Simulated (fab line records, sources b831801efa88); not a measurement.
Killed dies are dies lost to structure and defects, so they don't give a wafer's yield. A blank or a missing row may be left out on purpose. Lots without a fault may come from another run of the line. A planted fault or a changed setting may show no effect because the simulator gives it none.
A struck lot beside a sound one | flow sky130 | 15 steps out of a route of 708
Sound: wafers L575.2, L575.3, L575.6. Struck: wafers L587.1, L587.3, L587.6. The cause comes at the end.
At each step with rows: each side's tool, then ch and its chambers, then its first start. Under that, the readings that differ: sound wafers | struck wafers | difference of the means | sigmas: that difference in standard deviations of wafers without a fault.
alike: readings whose means differ by less than 2 such deviations, and words and numbers that are the same on both sides. not compared: withheld readings, readings that some wafer has no value for, bounds like >300 that may hide the same value, and numbers for which the record gives no deviation and whose values overlap.
The two part at a step that has a row with sigmas, a row that says differs or no value, or rows on one side only. Numbers that don't overlap but have no deviation are shown without sigmas and don't part them. A reading that every wafer of one side lacks parts them only if that side has two wafers or more.

first, 5 steps without rows for these wafers: SKY_VIA4_COAT_06 (resist thk 1140 nm); SKY_VIA4_SOFTBAKE_07 (time 60 s); SKY_VIA4_EXPOSE_08 (exposes mask VIM4, target cd 800 nm); SKY_VIA4_PEB_09; SKY_VIA4_DEVELOP_10 (develop time 60 s).
SKY_VIA4_OVL_MEAS_11:
  sound on overlay-02, day 44 18:51; struck on overlay-02, day 47 08:06
  alike: VIA4_OVL
SKY_VIA4_ETCH_12: etches SiO2 in C4F8/O2/Ar, stops on TiN, target depth 580 nm.
  sound on rie_diel-01 ch 1,2,3, day 44 18:53; struck on rie_diel-02 ch 1,2, day 47 08:08
  alike: oes_product_au
SKY_VIA4_STRIP_13: strips in O2/N2.
  sound on plasma_asher-04 ch 0,1, day 44 18:58; struck on plasma_asher-02 ch 0, day 47 08:13
  reading                     | sound       | struck      | difference | sigmas
  drypump_motor_current_A (A) | 6.1 6.1 6.2 | 5.1 5.1 5.1 | -1.0       | -3
  alike: oes_product_au, strip_time_to_endpoint_s
  not compared: rf_hours_counter_h
then, 3 steps without rows for these wafers: SKY_VIA4_STRIP_14 (strips in post etch residue remover, time 1200 s); SKY_VIA4_CLEAN_15 (cleans in IPA, time 180 s); SKY_VIA4_CLEAN_16 (cleans in O3/DIW).
SKY_VIA4_SPUTTER_17: material TiN, target thk 20 nm, time 80 s.
  sound on pvd_sputter-03, day 44 19:33; struck on pvd_sputter-04, day 47 08:50
  alike: throttle_valve_pct
SKY_VIA4_CVD_18: deposits W, target thk 505 nm, time 152.14 s.
  sound on cvd_w-02 ch 0, day 44 19:37; struck on cvd_w-01 ch 0,1, day 47 08:54
  reading                      | sound             | struck            | difference | sigmas
  chamber_pressure_Torr (Torr) | 40.16 39.96 39.97 | 41.65 41.57 41.80 | +1.64      | +16
  alike: heater_power_w, susceptor_temp_C
SKY_VIA4_RS_MEAS_19: measures by four-point-probe.
  sound on film_metro-03, day 44 19:48; struck on film_metro-03, day 47 09:03
  alike: VIA4_W_RS
-- the record jumps here: 3 days lie between the struck wafers' starts before and after (it left off in module VIA4 and takes up again in module PAD_OPEN, whose first step shown is number 708 of the route) --
SKY_PAD_OPEN_PROBE_99:
  sound on prober-02, day 47 13:45; struck on prober-02, day 49 21:26
  alike: defect_limited_yield, killed_at_M0_to_M3, killed_at_M4_up, killed_at_contacts, killed_at_front_end, killed_at_other, killed_dies, killed_open, killed_short, sort_bin_3_pad_short, sort_bin_5_function, sort_bin_6_memory, sort_n_pass, sort_yield_pct

WHERE THEY PART
First at SKY_VIA4_STRIP_13; last, within this record, at SKY_VIA4_CVD_18. Later steps at which nothing parts them and some readings are alike: SKY_VIA4_RS_MEAS_19, SKY_PAD_OPEN_PROBE_99.

WHY: what the simulator had put in
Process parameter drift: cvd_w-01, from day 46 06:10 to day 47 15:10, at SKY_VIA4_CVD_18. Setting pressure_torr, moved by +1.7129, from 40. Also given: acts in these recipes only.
